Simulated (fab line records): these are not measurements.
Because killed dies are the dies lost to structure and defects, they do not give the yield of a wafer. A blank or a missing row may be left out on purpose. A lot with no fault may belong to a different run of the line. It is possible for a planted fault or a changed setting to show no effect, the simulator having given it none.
fab line records -- flow sfqLine
record lots=6, wafers=18, lastDay=83
route steps=325 shown I5@232 C5@240
lots that met no fault: from a run of the same line without faults
startH: hours from the record's opening day to when the first of the lot's shown wafers began -- waitH: hours from the lot's prior step to this one -- " the same as in the row above -- L1.1+2: several wafers, shown together as one row -- - no value, or no start given -- * or withheld: withheld -- < > ~ a bound
route shown NAME@n: names a module that has steps shown in the file, with the first one's number in the route -- usual: the fault-free wafers' mean and standard deviation -- same: alike in all rows -- chamber/n: place in a boat -- sites: per-site readings -- _std_site: standard deviation of those values -- _edge_site: inner sites' mean taken away from outer sites' mean -- radiusMm: how far each site lies from the wafer's centre -- mask NAME#n: copy n -- behind: the most recent tool/chamber to have shaped the wafer -- hold: why the lot went on hold/how many hours it stayed there/how the hold came to an end -- device: the transistor (n, p or np) that didn't switch -- end of line: tests run on the same wafers once the route is complete -- a step given without rows: its recipe and nothing more -- killed: dies lost to structure and defects at the first sort, not the wafer's yield -- map: a wafer's dies, marking killed ones x, the rest . and places with no die _
set.NAME: the setting that was run; set.NAME@STEP: the one run at that earlier step -- model.NAME: the simulator's own value behind a step, which no gauge read
lots seen at some steps along the route; tables by step, rows by wafer
services: the hour from which a tool's chamber was out of use, counted from the record's first day as startH (under 0 if before that day), plus the number of hours and why
## steps
# step SFQ_TRILAYER_I5_LITHO_EXPOSE_145
# recipe maskId=I5, na=0.6, sourceShape=conventional, sigmaOuter=0.65, targetCdNm=700, doseMj=21.3
# step SFQ_TRILAYER_I5_LITHO_PEB_147
# recipe pebTempC=115, pebTimeS=60, resist=KrF
# step SFQ_TRILAYER_I5_LITHO_DEVELOP_146
# recipe timeS=60, resist=KrF
# step SFQ_I5_OVL_MEAS_936
# usual I5_OVL=4/6.5
lot.wafer,tool,chamber,startH,waitH,I5_OVL[nm]
L540.1,overlay-02,-,1467.02,0.1,3
L540.5,overlay-02,-,1467.02,0.1,-2
L540.6,overlay-02,-,1467.02,0.1,-7
L546.3,overlay-02,-,1607.93,0.1,-4
L546.4,overlay-02,-,1607.93,0.1,6
L546.6,overlay-02,-,1607.93,0.1,8
L547.2,overlay-01,-,1613.77,0.1,6
L547.5,overlay-01,-,1613.77,0.1,13
L547.6,overlay-01,-,1613.77,0.1,7
L549.1,overlay-01,-,1619.71,0.1,5
L549.2,overlay-01,-,1619.71,0.1,-3
L549.6,overlay-01,-,1619.71,0.1,0
L550.1,overlay-01,-,1626.91,0.1,16
L550.2,overlay-01,-,1626.91,0.1,12
L550.4,overlay-01,-,1626.91,0.1,14
L552.3,overlay-01,-,1631.73,0.1,2
L552.4,overlay-01,-,1631.73,0.1,4
L552.5,overlay-01,-,1631.73,0.1,5
# step SFQ_TRILAYER_I5_BARC_OPEN_VIA_ETCH_200
# recipe maskMaterial=PR, chemistry=O2, targetDepthNm=125, target=BARC, sourceW=500, biasW=80, pressureMtorr=30, timeS=41.7
# usual drypumpMotorCurrentA=5.6/0.34, oesProductAu=0.684/0.0044
lot.wafer,tool,chamber,startH,waitH,drypumpMotorCurrentA,oesProductAu,rfHoursCounterH
L540.1,rieDiel-01,2,1467.05,0.0,5.1,0.683,12
L540.5,rieDiel-01,1,1467.05,0.0,5.1,0.682,-
L540.6,rieDiel-01,0,1467.05,0.0,5.8,0.683,-
L546.3,rieDiel-02,0,1607.95,0.0,6.1,0.683,3
L546.4,rieDiel-02,1,1607.95,0.0,5.7,0.678,13
L546.6,rieDiel-02,3,1607.95,0.0,5.9,0.687,-
L547.2,rieDiel-01,1,1613.80,0.0,5.1,0.682,16
L547.5,rieDiel-01,2,1613.80,0.0,5.1,0.688,-
L547.6,rieDiel-01,3,1613.80,0.0,5.1,0.694,-
L549.1,rieDiel-01,0,1619.75,0.0,5.7,0.687,14
L549.2,rieDiel-01,3,1619.75,0.0,5.1,0.678,13
L549.6,rieDiel-01,1,1619.75,0.0,5.1,0.676,-
L550.1,rieDiel-03,3,1626.95,0.0,5.9,0.682,11
L550.2,rieDiel-03,1,1626.95,0.0,6.0,0.687,14
L550.4,rieDiel-03,2,1626.95,0.0,5.7,0.683,-
L552.3,rieDiel-02,3,1631.75,0.0,5.9,0.681,0
L552.4,rieDiel-02,0,1631.75,0.0,6.0,0.680,3
L552.5,rieDiel-02,1,1631.75,0.0,5.7,0.690,-
# step SFQ_TRILAYER_I5_ETCH_VIA_ETCH_147
# recipe stopOn=Nb, maskMaterial=PR, chemistry=CHF3, targetDepthNm=360, sourceW=500, biasW=78.46, pressureMtorr=30, timeS=withheld
# usual drypumpMotorCurrentA=5.6/0.34, oesProductAu=0.987/0.0072
lot.wafer,tool,chamber,startH,waitH,drypumpMotorCurrentA,oesProductAu
L540.1,rieDiel-01,2,1467.09,0.0,5.1,0.986
L540.5,rieDiel-01,1,1467.09,0.0,5.1,0.979
L540.6,rieDiel-01,0,1467.09,0.0,5.7,1.002
L546.3,rieDiel-02,0,1607.99,0.0,6.0,0.989
L546.4,rieDiel-02,1,1607.99,0.0,5.7,0.987
L546.6,rieDiel-02,3,1607.99,0.0,5.9,0.993
L547.2,rieDiel-01,1,1613.84,0.0,5.1,0.968
L547.5,rieDiel-01,2,1613.84,0.0,5.1,0.981
L547.6,rieDiel-01,3,1613.84,0.0,5.1,0.983
L549.1,rieDiel-01,0,1619.79,0.0,5.8,0.989
L549.2,rieDiel-01,3,1619.79,0.0,5.1,0.984
L549.6,rieDiel-01,1,1619.79,0.0,5.1,0.986
L550.1,rieDiel-03,3,1626.99,0.0,5.9,1.004
L550.2,rieDiel-03,1,1626.99,0.0,6.0,0.989
L550.4,rieDiel-03,2,1626.99,0.0,5.7,0.992
L552.3,rieDiel-02,3,1631.79,0.0,5.9,0.991
L552.4,rieDiel-02,0,1631.79,0.0,6.1,0.988
L552.5,rieDiel-02,1,1631.79,0.0,5.7,0.984
# step SFQ_TRILAYER_I5_STRIP_STRIP_148
# recipe gas=O2, powerW=200, platenTempC=40, overashFraction=0.65, chemistry=O2, pressureMtorr=50
# usual drypumpMotorCurrentA=6.0/0.49, heBacksideLeakSccm=3.4/0.32, oesProductAu=0.994/0.0087
lot.wafer,tool,chamber,startH,waitH,drypumpMotorCurrentA,heBacksideLeakSccm,oesProductAu,rfHoursCounterH
L540.1,rieMetal-02,0,1467.24,-,6.7,3.1,0.994,23
L540.5,rieMetal-02,0,1467.24,-,6.7,3.0,1.003,-
L540.6,rieMetal-02,1,1467.24,-,5.4,3.2,0.994,-
L546.3,rieMetal-02,1,1608.34,-,5.4,3.3,0.984,-
L546.4,rieMetal-02,0,1608.34,-,6.7,3.1,1.008,-
L546.6,rieMetal-02,0,1608.34,-,6.7,3.3,1.005,-
L547.2,rieMetal-01,1,1613.99,-,6.2,3.8,1.001,105
L547.5,rieMetal-01,1,1613.99,-,6.2,4.0,0.993,-
L547.6,rieMetal-01,0,1613.99,-,5.9,3.0,1.005,-
L549.1,rieMetal-03,0,1619.94,-,5.1,3.4,0.993,109
L549.2,rieMetal-03,1,1619.94,-,6.0,3.5,0.999,74
L549.6,rieMetal-03,0,1619.94,-,5.1,3.4,0.998,-
L550.1,rieMetal-01,0,1627.14,-,5.9,3.1,0.990,47
L550.2,rieMetal-01,1,1627.14,-,6.2,3.9,0.995,108
L550.4,rieMetal-01,0,1627.14,-,5.9,3.2,0.995,-
L552.3,rieMetal-01,0,1632.14,-,6.0,3.3,0.983,-
L552.4,rieMetal-01,1,1632.14,-,6.2,4.0,0.999,-
L552.5,rieMetal-01,1,1632.14,-,6.2,3.9,0.981,-
# step SFQ_TRILAYER_I5_STRIP_SOLV_CLEAN_149
# recipe chemistry=NMP, tempC=70, timeS=600
# step SFQ_TRILAYER_C5_LITHO_COAT_156
# recipe resist=BARC, spinRpm=3000, resistThkNm=62
# step SFQ_TRILAYER_C5_LITHO_COAT_151
# recipe resist=KrF, spinRpm=3000, resistThkNm=650
# step SFQ_TRILAYER_C5_LITHO_SOFTBAKE_155
# recipe tempC=withheld, timeS=withheld, resist=KrF
# step SFQ_TRILAYER_C5_LITHO_EXPOSE_152
# recipe maskId=C5, na=0.6, sourceShape=conventional, sigmaOuter=0.65, targetCdNm=500, doseMj=21.3
# step SFQ_TRILAYER_C5_LITHO_PEB_154
# recipe pebTempC=115, pebTimeS=60, resist=KrF
# usual resistLineTempC=23.00/0.099
lot.wafer,tool,chamber,startH,waitH,resistLineTempC
L540.1,lithoTrack-04,0,1473.05,1.0,22.95
L540.5,lithoTrack-04,0,1473.05,1.0,23.05
L540.6,lithoTrack-04,0,1473.05,1.0,23.01
L546.3,lithoTrack-01,0,1618.02,0.7,22.79
L546.4,lithoTrack-01,0,1618.02,0.7,22.98
L546.6,lithoTrack-01,0,1618.02,0.7,23.07
L547.2,lithoTrack-01,0,1621.59,0.8,22.96
L547.5,lithoTrack-01,0,1621.59,0.8,22.89
L547.6,lithoTrack-01,0,1621.59,0.8,22.82
L549.1,lithoTrack-03,0,1627.57,1.0,23.00
L549.2,lithoTrack-03,0,1627.57,1.0,23.07
L549.6,lithoTrack-03,0,1627.57,1.0,23.02
L550.1,lithoTrack-01,0,1633.57,1.0,23.07
L550.2,lithoTrack-01,0,1633.57,1.0,23.02
L550.4,lithoTrack-01,0,1633.57,1.0,22.97
L552.3,lithoTrack-04,0,1638.42,0.7,23.07
L552.4,lithoTrack-04,0,1638.42,0.7,22.94
L552.5,lithoTrack-04,0,1638.42,0.7,22.96
# step SFQ_TRILAYER_C5_LITHO_DEVELOP_153
# recipe timeS=60, resist=KrF
# step SFQ_C5_OVL_MEAS_937
# usual C5_OVL=-1/6.9
lot.wafer,tool,chamber,startH,waitH,C5_OVL[nm]
L540.1,overlay-01,-,1473.35,0.1,-1
L540.5,overlay-01,-,1473.35,0.1,0
L540.6,overlay-01,-,1473.35,0.1,3
L546.3,overlay-02,-,1618.28,0.1,1
L546.4,overlay-02,-,1618.28,0.1,-4
L546.6,overlay-02,-,1618.28,0.1,-1
L547.2,overlay-02,-,1621.87,0.1,4
L547.5,overlay-02,-,1621.87,0.1,0
L547.6,overlay-02,-,1621.87,0.1,5
L549.1,overlay-02,-,1627.87,0.1,-3
L549.2,overlay-02,-,1627.87,0.1,-4
L549.6,overlay-02,-,1627.87,0.1,-8
L550.1,overlay-02,-,1633.87,0.1,3
L550.2,overlay-02,-,1633.87,0.1,3
L550.4,overlay-02,-,1633.87,0.1,3
L552.3,overlay-02,-,1638.68,0.1,-8
L552.4,overlay-02,-,1638.68,0.1,-12
L552.5,overlay-02,-,1638.68,0.1,-14
# step SFQ_TRILAYER_C5_BARC_OPEN_VIA_ETCH_210
# recipe maskMaterial=PR, chemistry=O2, targetDepthNm=125, target=BARC, sourceW=500, biasW=80, pressureMtorr=30, timeS=41.7
# usual drypumpMotorCurrentA=5.83/0.29, oesProductAu=0.685/0.0049
lot.wafer,tool,chamber,startH,waitH,drypumpMotorCurrentA,oesProductAu,rfHoursCounterH,model.C5.cdNm
L540.1,rieDiel-02,0,1473.38,0.0,6.02,0.685,2,500.8
L540.5,rieDiel-02,3,1473.38,0.0,5.86,0.692,-,500.6
L540.6,rieDiel-02,2,1473.38,0.0,5.59,0.686,-,502.6
L546.3,rieDiel-02,0,1618.30,0.0,6.09,0.693,3,501.7
L546.4,rieDiel-02,2,1618.30,0.0,5.60,0.686,14,500.3
L546.6,rieDiel-02,0,1618.30,0.0,6.06,0.681,-,499.8
L547.2,rieDiel-03,1,1621.90,0.0,5.96,0.684,14,527.7
L547.5,rieDiel-03,3,1621.90,0.0,5.89,0.689,-,529.2
L547.6,rieDiel-03,1,1621.90,0.0,5.96,0.679,-,527.4
L549.1,rieDiel-04,3,1627.90,0.0,6.30,0.685,7,498.8
L549.2,rieDiel-04,2,1627.90,0.0,5.02,0.696,2,499.4
L549.6,rieDiel-04,2,1627.90,0.0,5.00,0.684,-,499.3
L550.1,rieDiel-04,3,1633.90,0.0,6.29,0.678,7,526.7
L550.2,rieDiel-04,2,1633.90,0.0,5.05,0.686,2,526.8
L550.4,rieDiel-04,0,1633.90,0.0,6.06,0.686,4,527.9
L552.3,rieDiel-02,3,1638.70,0.0,5.86,0.688,1,500.8
L552.4,rieDiel-02,0,1638.70,0.0,6.06,0.683,3,499.6
L552.5,rieDiel-02,2,1638.70,0.0,5.62,0.685,-,500.6
# step SFQ_TRILAYER_C5_ETCH_VIA_ETCH_154
# recipe target=SiO2, maskMaterial=PR, chemistry=CHF3, targetDepthNm=84, sourceW=500, biasW=80, pressureMtorr=30, timeS=withheld, stopOn=Nb
# usual drypumpMotorCurrentA=5.83/0.3, oesProductAu=0.892/0.0089
lot.wafer,tool,chamber,startH,waitH,drypumpMotorCurrentA,oesProductAu,model.C5.cdNm
L540.1,rieDiel-02,0,1473.42,0.0,6.04,0.895,501.2
L540.5,rieDiel-02,3,1473.42,0.0,5.86,0.893,499.8
L540.6,rieDiel-02,2,1473.42,0.0,5.61,0.906,503.1
L546.3,rieDiel-02,0,1618.34,0.0,6.07,0.892,501.7
L546.4,rieDiel-02,2,1618.34,0.0,5.59,0.897,500.3
L546.6,rieDiel-02,0,1618.34,0.0,6.07,0.891,499.7
L547.2,rieDiel-03,1,1621.94,0.0,5.96,0.891,528.6
L547.5,rieDiel-03,3,1621.94,0.0,5.86,0.902,530
L547.6,rieDiel-03,1,1621.94,0.0,5.95,0.899,528.6
L549.1,rieDiel-04,3,1627.94,0.0,6.31,0.890,499.5
L549.2,rieDiel-04,2,1627.94,0.0,5.00,0.883,498.4
L549.6,rieDiel-04,2,1627.94,0.0,4.98,0.904,498.6
L550.1,rieDiel-04,3,1633.94,0.0,6.27,0.885,527.6
L550.2,rieDiel-04,2,1633.94,0.0,4.99,0.883,526.7
L550.4,rieDiel-04,0,1633.94,0.0,6.04,0.910,528
L552.3,rieDiel-02,3,1638.74,0.0,5.86,0.878,500.4
L552.4,rieDiel-02,0,1638.74,0.0,6.08,0.890,500.2
L552.5,rieDiel-02,2,1638.74,0.0,5.60,0.892,501.1
# step SFQ_TRILAYER_C5_STRIP_STRIP_155
# recipe gas=O2, powerW=195.2, platenTempC=40, overashFraction=0.65, chemistry=O2, pressureMtorr=50
# usual drypumpMotorCurrentA=5.7/0.46, heBacksideLeakSccm=3.36/0.2, oesProductAu=0.997/0.0086
lot.wafer,tool,chamber,startH,waitH,drypumpMotorCurrentA,heBacksideLeakSccm,oesProductAu,rfHoursCounterH
L540.1,rieMetal-02,0,1473.47,-,6.7,3.26,1.003,24
L540.5,rieMetal-02,1,1473.47,-,5.4,3.23,0.980,-
L540.6,rieMetal-02,0,1473.47,-,6.6,3.12,1.000,-
L546.3,rieMetal-04,1,1618.59,-,5.5,3.43,0.996,-
L546.4,rieMetal-04,0,1618.59,-,5.8,3.27,0.989,-
L546.6,rieMetal-04,0,1618.59,-,5.8,3.29,0.998,-
L547.2,rieMetal-03,0,1621.99,-,5.2,3.39,1.003,109
L547.5,rieMetal-03,0,1621.99,-,5.2,3.46,1.002,-
L547.6,rieMetal-03,1,1621.99,-,6.0,3.62,1.000,-
L549.1,rieMetal-04,1,1627.99,-,5.5,3.61,0.990,3
L549.2,rieMetal-04,0,1627.99,-,5.8,3.16,0.987,29
L549.6,rieMetal-04,1,1627.99,-,5.5,3.44,0.989,-
L550.1,rieMetal-03,0,1633.99,-,5.2,3.46,1.005,112
L550.2,rieMetal-03,1,1633.99,-,5.9,3.61,1.007,77
L550.4,rieMetal-03,0,1633.99,-,5.1,3.41,0.991,-
L552.3,rieMetal-03,0,1638.99,-,5.1,3.33,0.984,-
L552.4,rieMetal-03,1,1638.99,-,6.0,3.36,1.002,-
L552.5,rieMetal-03,0,1638.99,-,5.1,3.28,0.999,-
## services
tool,chamber,startH,hours,kind
rieMetal-03,-,1461.88,0.3,repair
rieMetal-02,-,1463.49,0.9,repair
rieDiel-01,1,1473.03,4.9,repair
rieDiel-04,2,1482.24,-,clean
rieDiel-04,2,1482.24,15.3,scheduledDown
rieDiel-04,3,1483.63,8.3,repair
rieDiel-03,2,1500.37,7.8,repair
rieDiel-01,2,1507.74,2.0,repair
rieDiel-03,0,1508.50,9.1,repair
rieMetal-02,0,1513.99,2.1,repair
rieDiel-03,-,1544.88,2.8,pm
rieDiel-01,-,1549.49,2.8,pm
rieDiel-01,-,1558.03,14.6,pm
rieDiel-03,2,1563.06,42.1,repair
rieDiel-04,3,1578.73,1.4,repair
rieDiel-02,3,1584.50,1.2,repair
rieDiel-02,3,1585.71,-,clean
rieDiel-02,3,1585.71,19.2,scheduledDown
rieDiel-02,3,1585.71,19.2,ventCycle
rieDiel-04,0,1587.82,8.7,repair
rieDiel-03,-,1592.55,0.7,repair
rieDiel-03,-,1595.45,0.5,repair
rieDiel-02,3,1621.94,1.8,repair
rieMetal-02,-,1624.48,15.6,pm
## key
firstSign none at tools or gauges
modelEffect step=SFQ_TRILAYER_C5_BARC_OPEN_VIA_ETCH_210, value=C5.cdNm, without=499.8, struck=527.6
modelEffect step=SFQ_TRILAYER_C5_ETCH_VIA_ETCH_154, value=C5.cdNm, without=500.5, struck=528.3
metAt SFQ_TRILAYER_C5_LITHO_PEB_154
struckWafers L547.2,L547.5,L547.6,L550.1,L550.2,L550.4
onsetBetween 1618.02 1621.59
fault kind=processParameterDrift, tool=lithoTrack-01, chamber=-, onsetH=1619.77, steps=SFQ_TRILAYER_C5_LITHO_PEB_154, channel=pebTimeS, offset=*, shape=step, endH=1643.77, actsIn=*, stated=*
